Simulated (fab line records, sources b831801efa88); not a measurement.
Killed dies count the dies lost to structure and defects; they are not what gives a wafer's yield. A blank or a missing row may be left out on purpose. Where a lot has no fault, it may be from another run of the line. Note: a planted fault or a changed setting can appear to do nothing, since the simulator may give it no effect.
Problem report in the 8D (eight disciplines) form, filled by code    flow sky130    the parts of the form that need people (team, actions taken, sign-off) are left out

## 1. THE PROBLEM
CONTACT_CVD_00_THK at SKY_CONTACT_THK_MEAS_01 reads a mean of 57.5 nm on 2 wafers of 2 lots; wafers without a fault read 74.9 nm with a standard deviation of 0.92. Measured from the usual mean, that is -19 standard deviations.
First observed at day 33 22:41: wafer L575.5, on film_metro-04. The record has a number at this step for 36 wafers belonging to 12 lots. The rule behind "out" and "out of limits": a value lying over 4 standard deviations away from the usual mean. All remaining wafers that have a number are taken as sound.

## 2. WHAT IT IS, AND WHAT IT ISN'T
question                     is                            is not
which readings at this step  CONTACT_CVD_00_THK            -
which lots                   L575, L578                    L566, L567, L572, L580, L581, L583, L586, L587, L588, L589
which wafers of those lots   L575.5, L578.5                L575.4, L575.6, L578.2, L578.6
read on which gauges         film_metro-03, film_metro-04  film_metro-01
when                         from day 33 22:41             up to then (11 sound wafers); but 23 sound wafers of L578, L580, L581, L583, L586, L587, L588, L589 came after

## 3. SUSPECTS, AND WHAT RULES EACH OUT
Counting: a tool at a process step up to the reading stays a suspect if it ran every lot that is out. Sound lots after the first of them don't rule it out here, since some wafers of a struck lot are sound.
- the gauge at SKY_CONTACT_THK_MEAS_01 is ruled out. The wafers that are out were read on 2 gauges (film_metro-03, film_metro-04).
- pvd_sputter-03 at SKY_LOCAL_INTERCONNECT_SPUTTER_00 (material TiN, target thk 100 nm, time 83.3 s): kept. It ran every lot that is out, first L575 (day 32 18:59).
- pecvd-02 at SKY_CONTACT_CVD_00 (deposits Si3N4, target thk 75 nm): kept. It processed each lot that is out (first: L575, day 33 22:38); up to then, its last sound lot is L572 (day 32 09:24).
- pecvd-02, SKY_CONTACT_CVD_00: wafers that are out in chamber 0, sound lot-mates in chambers 1, 2.
Left after counting: pvd_sputter-03 at SKY_LOCAL_INTERCONNECT_SPUTTER_00, pecvd-02 at SKY_CONTACT_CVD_00.

## 4. THE CAUSE (what the simulator had put in)
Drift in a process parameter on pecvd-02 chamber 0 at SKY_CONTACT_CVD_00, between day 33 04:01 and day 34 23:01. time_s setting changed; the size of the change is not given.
This tool is one of the 2 suspects left after counting.

## 5. SEQUENCE OF EFFECTS, ordered by route
Rows list readings where the struck wafers' mean (over those with a number) sits beyond 3 standard deviations from the usual. Readings are gone through only where the record gives a usual standard deviation; hours: the median, over the lots, of the time from a lot's start at the first step in this table giving one to that lot's start at this step; sigmas: the change measured in usual standard deviations.
hours  step                     reading             usual       on struck wafers  change  sigmas
0      SKY_CONTACT_THK_MEAS_01  CONTACT_CVD_00_THK  74.9 nm     57.5              -17.5   -19
-      SKY_CONTACT_ETCH_18      oes_product_au      0.854 a.u.  0.744             -0.110  -15
-      SKY_CONTACT_ETCH_18      throttle_valve_pct  8.794 %     8.762             -0.032  -3.9
It contains these process steps:
- SKY_CONTACT_ETCH_18: etches Si3N4 in CHF3/O2, stops on TiN, time 39 s, target depth 75 nm.
At these later measuring or inspecting steps, every struck wafer for which the step has a row has a number for every such reading, and none has moved that far: SKY_CONTACT_CD_MEAS_14.

## 6. HOW IT WOULD HAVE BEEN CAUGHT EARLIER
19 hours passed between the start of the fault at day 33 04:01 and the first reading out of limits at a measuring or inspecting step in this record, taken at day 33 22:41.
Of the tool readings at SKY_CONTACT_CVD_00 for which the record gives a usual standard deviation, none was out on any struck wafer, so an alarm limit of 4 standard deviations on them would not have fired.
Lots out: 2; of these, L578 started SKY_CONTACT_CVD_00 on pecvd-02 after day 33 22:41. A hold on the tool at that time would have spared it.
